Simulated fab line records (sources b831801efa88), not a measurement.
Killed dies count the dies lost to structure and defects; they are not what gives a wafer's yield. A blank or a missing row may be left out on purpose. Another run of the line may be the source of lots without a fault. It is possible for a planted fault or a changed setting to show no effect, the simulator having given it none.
Comparing a struck lot with a sound one || flow gf180mcu || 14 out of 602 route steps
Sound: the wafers L488.1, L488.2, L488.5. Wafers L490.2, L490.5, L490.6 were the ones struck. The cause is named last.
For every step that has rows: the tool of each side, followed by ch and its chambers, followed by its first start. Under that, the readings that differ: sound wafers || struck wafers || difference of the means || sigmas: that difference in standard deviations of wafers without a fault.
alike: a reading whose means differ by less than 2 such deviations, as well as words and numbers matching on both sides. not compared: withheld readings; readings where some wafer has no value; bounds like >300 that might hide an equal value; numbers whose values overlap and for which the record gives no deviation.
A row with sigmas, a row that says differs or no value, or rows on one side alone: a step with any of these is where the two part. Numbers that have no deviation but don't overlap get no sigmas and don't part them. Lack of a reading on every wafer of one side parts them only where that side has two or more wafers.

first, 4 steps without rows for these wafers: GF_VT_IMPLANT_SOFTBAKE_03 (time 60 s); GF_VT_IMPLANT_EXPOSE_04 (exposes mask LVPWELL LV AREA, target cd 600 nm); GF_VT_IMPLANT_PEB_05; GF_VT_IMPLANT_DEVELOP_06 (develop time 60 s).
GF_VT_IMPLANT_OVL_MEAS_07:
  sound on overlay-01, day 8 10:53; struck on overlay-02, day 9 00:08
  alike: VT_IMPLANT_OVL
next, for these wafers, 1 step has no rows: GF_VT_IMPLANT_IMPLANT_08.
GF_VT_IMPLANT_STRIP_09: strips in O2/N2.
  sound on plasma asher-04 ch 0,1, day 8 11:04; struck on plasma asher-02 ch 0,1, day 9 00:19
  alike: drypump motor current A, heater power w, oes product au, platen temp c, strip time to endpoint s
  not compared: rf hours counter h
GF_VT_IMPLANT_TW_MEAS_10:
  sound on film metro-04, day 8 11:10; struck on film metro-01, day 9 00:25
  alike: VT_IMPLANT_TW
then, 4 steps without rows for these wafers: GF_VT_IMPLANT_DEHYDRATE_11 (time 60 s); GF_VT_IMPLANT_HMDS_12 (prime time 60 s); GF_VT_IMPLANT_COAT_13 (resist thk 1000 nm); GF_VT_IMPLANT_SOFTBAKE_14 (time 60 s).
GF_VT_IMPLANT_EXPOSE_15: exposes mask Nwell LV AREA, target cd 860 nm.
  sound on iline stepper-01 ch 0, day 8 18:41; struck on iline stepper-01, day 9 08:44
  no value came back on the struck wafers for exposure dose mJ cm2, focus offset nm (nm); on the sound wafers exposure dose mJ cm2 reads 140.05 140.10 140.05
{"reading": "model.VT_IMPLANT.overlay y nm (nm)", "sound": "0.3203 0.3203 0.3203", "struck": "-0.6012 -0.6012 -0.6012", "difference": -0.9215, "sigmas": ""}
  alike: mask
next, for these wafers, 1 step has no rows: GF_VT_IMPLANT_PEB_16.

## WHERE THEY PART
At GF_VT_IMPLANT_EXPOSE_15 and nowhere else, as far as this record goes.

WHY: whatever the simulator had introduced
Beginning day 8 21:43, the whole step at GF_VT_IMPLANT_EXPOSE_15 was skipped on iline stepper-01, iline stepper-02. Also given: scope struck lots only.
